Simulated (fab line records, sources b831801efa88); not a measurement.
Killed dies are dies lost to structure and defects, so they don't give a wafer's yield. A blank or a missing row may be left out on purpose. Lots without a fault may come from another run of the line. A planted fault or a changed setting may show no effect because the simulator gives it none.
A struck lot beside a sound one | flow sky130 | 17 steps out of a route of 708
Sound: wafers L959.1, L959.5, L959.6. Struck: wafers L962.1, L962.2, L962.5. The cause comes at the end.
At each step with rows: each side's tool, then ch and its chambers, then its first start. Under that, the readings that differ: sound wafers | struck wafers | difference of the means | sigmas: that difference in standard deviations of wafers without a fault.
alike: readings whose means differ by less than 2 such deviations, and words and numbers that are the same on both sides. not compared: withheld readings, readings that some wafer has no value for, bounds like >300 that may hide the same value, and numbers for which the record gives no deviation and whose values overlap.
The two part at a step that has a row with sigmas, a row that says differs or no value, or rows on one side only. Numbers that don't overlap but have no deviation are shown without sigmas and don't part them. A reading that every wafer of one side lacks parts them only if that side has two wafers or more.

SKY_LDD_P_OVL_MEAS_08:
  sound on overlay-01, day 22 04:25; struck on overlay-02, day 22 23:33
  alike: LDD_P_OVL
then, 1 step without rows for these wafers: SKY_LDD_P_IMPLANT_09.
SKY_LDD_P_STRIP_10: strips in O2/N2.
  sound on plasma_asher-04 ch 0,1, day 22 04:36; struck on plasma_asher-01 ch 0,1, day 22 23:44
  alike: drypump_motor_current_A, oes_product_au, strip_time_to_endpoint_s
  not compared: rf_hours_counter_h
SKY_LDD_P_TW_MEAS_11:
  sound on film_metro-03, day 22 04:42; struck on film_metro-03, day 22 23:50
  alike: LDD_P_TW
then, 7 steps without rows for these wafers: SKY_LDD_HVN_DEHYDRATE_00 (time 60 s); SKY_LDD_HVN_HMDS_01 (prime time 60 s); SKY_LDD_HVN_COAT_02 (resist thk 300 nm); SKY_LDD_HVN_SOFTBAKE_03 (time 60 s); SKY_LDD_HVN_EXPOSE_04 (exposes mask HVNTM, target cd 700 nm); SKY_LDD_HVN_PEB_05; SKY_LDD_HVN_DEVELOP_06 (develop time 60 s).
SKY_LDD_HVN_OVL_MEAS_07:
  sound on overlay-01, day 23 10:47; struck on overlay-01, day 24 05:37
  alike: LDD_HVN_OVL
SKY_LDD_HVN_IMPLANT_08:
  sound on implanter-01 ch 0, day 23 10:49; struck on implanter-04 ch 0, day 24 05:58
  alike: dose_ions_cm2
SKY_LDD_HVN_STRIP_09: strips in O2/N2.
  sound on plasma_asher-02 ch 0,1, day 23 10:58; struck on plasma_asher-01 ch 0,1, day 24 06:07
  reading                     | sound       | struck      | difference | sigmas
  drypump_motor_current_A (A) | 6.5 6.5 5.8 | 5.2 4.8 4.8 | -1.3       | -2
  alike: oes_product_au, strip_time_to_endpoint_s
  not compared: rf_hours_counter_h
SKY_LDD_HVN_TW_MEAS_10:
  sound on film_metro-03, day 23 11:04; struck on film_metro-02, day 24 06:13
  reading    | sound          | struck         | difference | sigmas
  LDD_HVN_TW | 1422 1417 1425 | 1799 1798 1805 | +379       | +29
then, 1 step without rows for these wafers: SKY_LDD_HVP_DEHYDRATE_00 (time 60 s).
-- the record jumps here: 24 days lie between the struck wafers' starts before and after (it left off in module LDD_HVP and takes up again in module PAD_OPEN, whose first step shown is number 708 of the route) --
SKY_PAD_OPEN_PROBE_99:
  sound on prober-02, day 47 21:57; struck on prober-01, day 48 09:24
  reading                                  | sound                | struck               | difference | sigmas
  model.etest.tip_n_5v.rs_ohm_sq           | 1364 1379 1376       | 836.1 839.1 839.5    | -534.8     |
  model.etest.nfet_g5v0d10v5.r_on_ohm_um   | 1853 1897 1877       | 1702 1678 1686       | -187       |
  model.etest.nfet_g5v0d10v5.drive_ua_um   | 610.9 610.8 608.5    | 660.5 660.7 664.8    | +51.9      |
  model.etest.nfet_05v0_nvt.drive_ua_um    | 583.2 577 581.2      | 599.6 602.4 601.4    | +20.7      |
  model.etest.res_ndiff_hv.rs_ohm_sq       | 115.9 114.8 115.5    | 111.3 111 110.8      | -4.4       |
  model.etest.ring_5v.delay_ps             | 44.69 44.81 44.7     | 42.94 42.61 42.74    | -1.97      |
  model.etest.nfet_05v0_nvt.off_log10_a_um | -10.95 -10.99 -10.88 | -10.54 -10.55 -10.75 | +0.33      |
  alike: killed_at_M0_to_M3, killed_at_M4_up, killed_at_contacts, killed_at_front_end, killed_at_other, killed_dies, killed_open, killed_short
  not compared: model.etest.tip_n_5v.rs_ohm_sq_range

WHERE THEY PART
First at SKY_LDD_HVN_STRIP_09; last, within this record, at SKY_LDD_HVN_TW_MEAS_10. Later steps at which nothing parts them and some readings are alike: SKY_PAD_OPEN_PROBE_99.

WHY: what the simulator had put in
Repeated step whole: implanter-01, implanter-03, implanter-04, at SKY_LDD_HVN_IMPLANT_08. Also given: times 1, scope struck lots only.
